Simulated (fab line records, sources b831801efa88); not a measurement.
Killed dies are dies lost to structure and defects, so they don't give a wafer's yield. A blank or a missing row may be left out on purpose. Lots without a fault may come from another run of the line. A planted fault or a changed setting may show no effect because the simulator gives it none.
A struck lot beside a sound one | flow sky130 | 43 steps out of a route of 708
Sound: wafers L290.3, L290.5, L290.6. Struck: wafers L306.3, L306.4, L306.5. The cause comes at the end.
At each step with rows: each side's tool, then ch and its chambers, then its first start. Under that, the readings that differ: sound wafers | struck wafers | difference of the means | sigmas: that difference in standard deviations of wafers without a fault.
alike: readings whose means differ by less than 2 such deviations, and words and numbers that are the same on both sides. not compared: withheld readings, readings that some wafer has no value for, bounds like >300 that may hide the same value, and numbers for which the record gives no deviation and whose values overlap.
The two part at a step that has a row with sigmas, a row that says differs or no value, or rows on one side only. Numbers that don't overlap but have no deviation are shown without sigmas and don't part them. A reading that every wafer of one side lacks parts them only if that side has two wafers or more.

first, 8 steps without rows for these wafers: SKY_VIA2_DEHYDRATE_04 (time 60 s); SKY_VIA2_HMDS_05 (prime time 60 s); SKY_VIA2_COAT_06 (resist thk 60 nm); SKY_VIA2_COAT_07 (resist thk 450 nm); SKY_VIA2_SOFTBAKE_08 (time 90 s); SKY_VIA2_EXPOSE_09 (exposes mask VIM2, target cd 200 nm); SKY_VIA2_PEB_10; SKY_VIA2_DEVELOP_11 (develop time 60 s).
SKY_VIA2_CD_MEAS_12: target cd 200 nm.
  sound on cd_sem-02, day 36 22:15; struck on cd_sem-02, day 42 07:09
  alike: cd_nm
SKY_VIA2_OVL_MEAS_13:
  sound on overlay-02, day 36 22:20; struck on overlay-02, day 42 07:14
  alike: VIA2_OVL
SKY_VIA2_ETCH_14: etches BARC in N2/H2, stops on SiO2, time 45.9 s, target depth 60 nm.
  sound on rie_diel-02 ch 0,1,2, day 36 22:22; struck on rie_diel-04 ch 0,3, day 42 07:16
  alike: drypump_motor_current_A, h2_flow_sccm, oes_product_au, throttle_valve_pct
  not compared: rf_hours_counter_h
then, 1 step without rows for these wafers: SKY_VIA2_ETCH_15 (etches SiO2 in C4F8/O2/Ar, stops on TiN, target depth 546 nm, time 84 s).
SKY_VIA2_STRIP_16: strips in O2/N2.
  sound on plasma_asher-02 ch 0,1, day 36 22:31; struck on plasma_asher-03 ch 0,1, day 42 07:25
  alike: drypump_motor_current_A, oes_product_au, strip_time_to_endpoint_s
  not compared: rf_hours_counter_h
then, 3 steps without rows for these wafers: SKY_VIA2_STRIP_17 (strips in post etch residue remover, time 1200 s); SKY_VIA2_CLEAN_18 (cleans in IPA, time 180 s); SKY_VIA2_CLEAN_19 (cleans in O3/DIW).
SKY_VIA2_SPUTTER_20: material TiN, target thk 20 nm, time 80 s.
  sound on pvd_sputter-03, day 36 23:04; struck on pvd_sputter-01, day 42 07:58
  alike: throttle_valve_pct
then, 1 step without rows for these wafers: SKY_VIA2_CVD_21 (deposits W, target thk 420 nm, time 126.4 s).
SKY_VIA2_RS_MEAS_22: measures by four-point-probe.
  sound on film_metro-02, day 36 23:17; struck on film_metro-01, day 42 08:12
  alike: VIA2_W_RS
SKY_VIA2_THK_MEAS_23: measures by xrf.
  sound on film_metro-02, day 36 23:23; struck on film_metro-01, day 42 08:18
  alike: VIA2_W_THK
SKY_VIA2_CMP_24: polishes, stops on SiO2, t overpolish 20 s, target thk 0 nm.
  sound on cmp-01 ch 0,1, day 36 23:29; struck on cmp-01 ch 0,3, day 42 08:20
  alike: motor_current_A, overpolish_run_s, time_to_endpoint_s
SKY_METAL3_SPUTTER_00: material Ti, target thk 15 nm, time 10 s.
  sound on pvd_sputter-01, day 36 23:44; struck on pvd_sputter-03, day 42 08:38
  alike: throttle_valve_pct
SKY_METAL3_SPUTTER_01: material TiN, target thk 20 nm, time 16.7 s.
  sound on pvd_sputter-01, day 36 23:46; struck on pvd_sputter-03, day 42 08:40
  alike: throttle_valve_pct
then, 4 steps without rows for these wafers: SKY_METAL3_SPUTTER_02 (material AlCu, target thk 735 nm, time 39.1 s); SKY_METAL3_SPUTTER_03 (material Ti, target thk 5 nm, time 3.3 s); SKY_METAL3_SPUTTER_04 (material TiN, target thk 70 nm, time 58.3 s); SKY_CAPM_CVD_00 (deposits SiO2, target thk 15.5 nm).
SKY_CAPM_THK_MEAS_01:
  sound on film_metro-02, day 36 23:56; struck on film_metro-01, day 42 08:50
  alike: CAPM_CVD_00_THK
then, 1 step without rows for these wafers: SKY_CAPM_SPUTTER_02 (material TiN, target thk 200 nm, time 166.7 s).
SKY_CAPM_RS_MEAS_03: measures by four-point-probe.
  sound on film_metro-04, day 37 00:07; struck on film_metro-04, day 42 09:02
  alike: CAPM_TIN_RS
SKY_CAPM_THK_MEAS_04: measures by xrf.
  sound on film_metro-04, day 37 00:13; struck on film_metro-04, day 42 09:08
  alike: CAPM_TIN_THK
then, 7 steps without rows for these wafers: SKY_CAPM_DEHYDRATE_05 (time 60 s); SKY_CAPM_HMDS_06 (prime time 60 s); SKY_CAPM_COAT_07 (resist thk 1140 nm); SKY_CAPM_SOFTBAKE_08 (time 60 s); SKY_CAPM_EXPOSE_09 (exposes mask CAPM, target cd 1000 nm); SKY_CAPM_PEB_10; SKY_CAPM_DEVELOP_11 (develop time 60 s).
SKY_CAPM_OVL_MEAS_12:
  sound on overlay-02, day 38 00:01; struck on overlay-01, day 43 07:37
  alike: CAPM_OVL
then, 3 steps without rows for these wafers: SKY_CAPM_METAL_ETCH_13 (etches TiN in Cl2/BCl3, stops on SiO2, target depth 220 nm, time 62.9 s); SKY_CAPM_STRIP_14 (strips in O2/N2); SKY_CAPM_STRIP_15 (strips in post etch residue remover, time 1200 s).
-- the record jumps here: 7 days lie between the struck wafers' starts before and after (it left off in module CAPM and takes up again in module PAD_OPEN, whose first step shown is number 708 of the route) --
SKY_PAD_OPEN_PROBE_99:
  sound on prober-02, day 46 01:39; struck on prober-01, day 50 03:47
  reading                               | sound               | struck            | difference | sigmas
  defect_limited_yield (%)              | 83.1 80.1 81.3      | 76.8 73.2 74.6    | -6.6       | -3
  killed_at_M0_to_M3                    | 36 50 44            | 66 89 92          | +39        | +6
  killed_dies                           | 83 98 92            | 114 132 125       | +33        | +4
  sort_bin_3_pad_short (%)              | 0.4 0.8 0.4         | 2.4 4.9 2.0       | +2.6       | +6
  sort_bin_5_function (%)               | 11.6 12.0 10.8      | 14.4 14.8 14.8    | +3.2       | +2
  sort_n_pass                           | 409 394 400         | 378 360 367       | -33        | -4
  sort_yield_pct (%)                    | 83.1 80.1 81.3      | 76.8 73.2 74.6    | -6.6       | -3
  model.etest.tester.sort_n_pass        | 409 394 400         | 378 360 367       | -33        |
  model.etest.tester.sort_yield_pct (%) | 83.13 80.08 81.3    | 76.83 73.17 74.59 | -6.64      |
  model.etest.tester.sort_bin_5_pct (%) | 11.59 11.99 10.77   | 14.43 14.84 14.84 | +3.25      |
  model.etest.tester.sort_bin_3_pct (%) | 0.4065 0.813 0.4065 | 2.439 4.878 2.033 | +2.575     |
  alike: killed_at_M4_up, killed_at_contacts, killed_at_front_end, killed_at_other, killed_open, killed_short, sort_bin_6_memory

WHERE THEY PART
Only at SKY_PAD_OPEN_PROBE_99, within this record.

WHY: what the simulator had put in
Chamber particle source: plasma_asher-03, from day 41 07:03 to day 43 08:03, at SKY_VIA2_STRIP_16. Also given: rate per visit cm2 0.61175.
